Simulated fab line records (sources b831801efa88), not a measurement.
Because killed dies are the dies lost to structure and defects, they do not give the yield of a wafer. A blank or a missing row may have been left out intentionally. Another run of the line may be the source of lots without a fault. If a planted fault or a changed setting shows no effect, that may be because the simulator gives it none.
Struck lot and sound lot, side by side    flow sky130    17 steps out of a route of 708
Sound: these wafers, L713.1, L713.2, L713.4. The struck wafers were L722.2, L722.3, L722.5. At the end, the cause is stated.
Per side, at each step with rows, come the tool, then ch with its chambers, and then its first start. Under that, the readings that differ: sound wafers    struck wafers    difference of the means    sigmas: that difference in standard deviations of wafers without a fault.
alike: a reading whose means differ by less than 2 such deviations, as well as words and numbers matching on both sides. not compared: withheld readings; readings where some wafer has no value; bounds like >300 that might hide an equal value; numbers whose values overlap and for which the record gives no deviation.
The two part at a step that has a row with sigmas, a row that says differs or no value, or rows on one side only. Non-overlapping numbers with no deviation appear without sigmas and do not part them. Lack of a reading on every wafer of one side parts them only where that side has two or more wafers.

first, 5 steps without rows for these wafers: SKY_SD_N_COAT_02 (resist thk 1140 nm); SKY_SD_N_SOFTBAKE_03 (time 60 s); SKY_SD_N_EXPOSE_04 (exposes mask NSDM, target cd 380 nm); SKY_SD_N_PEB_05; SKY_SD_N_DEVELOP_06 (develop time 60 s).
SKY_SD_N_CD_MEAS_07: target cd 380 nm.
  sound on cd-sem-02, day 31 00:38; struck on cd-sem-02, day 33 10:58
  alike: cd-nm
SKY_SD_N_OVL_MEAS_08:
  sound on overlay-02, day 31 00:46; struck on overlay-02, day 33 11:04
  alike: SD_N_OVL
then, 2 steps without rows for these wafers: SKY_SD_N_IMPLANT_09; SKY_SD_N_IMPLANT_10.
SKY_SD_N_STRIP_11: strips in O2/N2.
  sound on plasma-asher-02 ch 0,1, day 31 01:05; struck on plasma-asher-03 ch 0,1, day 33 11:23
  alike: drypump-motor-current-A, oes-product-au, strip-time-to-endpoint-s
  not compared: rf-hours-counter-h
SKY_SD_N_TW_MEAS_12:
  sound on film-metro-03, day 31 01:11; struck on film-metro-01, day 33 11:30
  alike: SD_N_TW
then, 1 step without rows for these wafers: SKY_SD_N_CLEAN_13 (cleans in SC1/SC2, time 150 s).
SKY_SD_N_RTA_14: time 2 s.
  sound on rtp-anneal-01 ch 0, day 31 01:19; struck on rtp-anneal-02 ch 0, day 33 11:37
reading             sound                 struck                difference  sigmas
lamp-power-pct (%)  15.74 15.68 15.77     15.44 15.47 15.47     -0.27       -5
wafer_temp_C_max    1078.5 1077.1 1078.0  1059.8 1060.2 1060.2  -17.8       -16
SKY_SD_N_RS_MEAS_16: the measuring method here is four-point-probe.
  sound on film-metro-03, day 31 01:29; struck on film-metro-02, day 33 12:13
reading           sound              struck             difference  sigmas
SD_N_RS (ohm/sq)  68.92 68.85 68.86  71.30 71.32 71.48  +2.49       +15
  not compared: hold
SKY_SD_N_RS_MEAS_17: the measuring method here is four-point-probe.
  sound on film-metro-03, day 31 01:36; struck on film-metro-02, day 33 14:56
reading           sound              struck             difference  sigmas
SD_P_RS (ohm/sq)  148.0 148.0 147.5  162.6 162.9 162.9  +15.0       +31
  not compared: hold
SKY_SD_N_RS_MEAS_18: the measuring method here is four-point-probe.
  sound on film-metro-03, day 31 01:43; struck on film-metro-02, day 33 16:54
reading  sound  struck                                                                      difference                    sigmas
hold     - - -  await-dispo/1.9h/release await-dispo/1.9h/release await-dispo/1.9h/release  no value on the sound wafers  
  alike: RES_XHIGH_RS
-- the record jumps here: 16 days lie between the struck wafers' starts before and after (it left off in module SD_N and takes up again in module PAD_OPEN, whose first step shown is number 708 of the route) --
SKY_PAD_OPEN_PROBE_99:
  sound on prober-01, day 48 02:27; struck on prober-02, day 49 17:40
reading                               sound              struck             difference  sigmas
model.etest.res-xhigh-po.line-ohm-um  5696 5557 5703     7109 6559 6793     +1168       
model.etest.res-xhigh-po.rs-ohm-sq    2003 1931 1989     2490 2291 2407     +422        
model.etest.pfet_01v8.r-on-ohm-um     2935 2897 2850     3193 3120 3173     +268        
model.etest.tip-p.rs-ohm-sq           6949 6912 6960     7076 7099 7054     +136        
model.etest.res-pdiff.line-ohm-um     1336 1360 1358     1495 1475 1486     +134        
model.etest.res-high-po.line-ohm-um   732.6 734.6 759.9  880.9 857.5 864.9  +125.4      
model.etest.licon-high-po.rc-ohm      351.5 357.8 358.5  454.9 430.7 445.7  +87.8       
  alike: killed_at_M0_to_M3, killed_at_M4_up, killed-at-contacts, killed-at-front-end, killed-at-other, killed-dies, killed-on-rim, killed-open, killed-short
  not compared: model.etest.licon-pdiff.rc-ohm

WHERE THEY PART
At SKY_SD_N_RTA_14 first; at SKY_SD_N_RS_MEAS_18 last (within this record only). Later steps at which nothing parts them and some readings are alike: SKY_PAD_OPEN_PROBE_99.

WHY: the cause the simulator had injected
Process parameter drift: rtp-anneal-02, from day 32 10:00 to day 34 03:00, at SKY_SD_N_RTA_14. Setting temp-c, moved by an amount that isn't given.
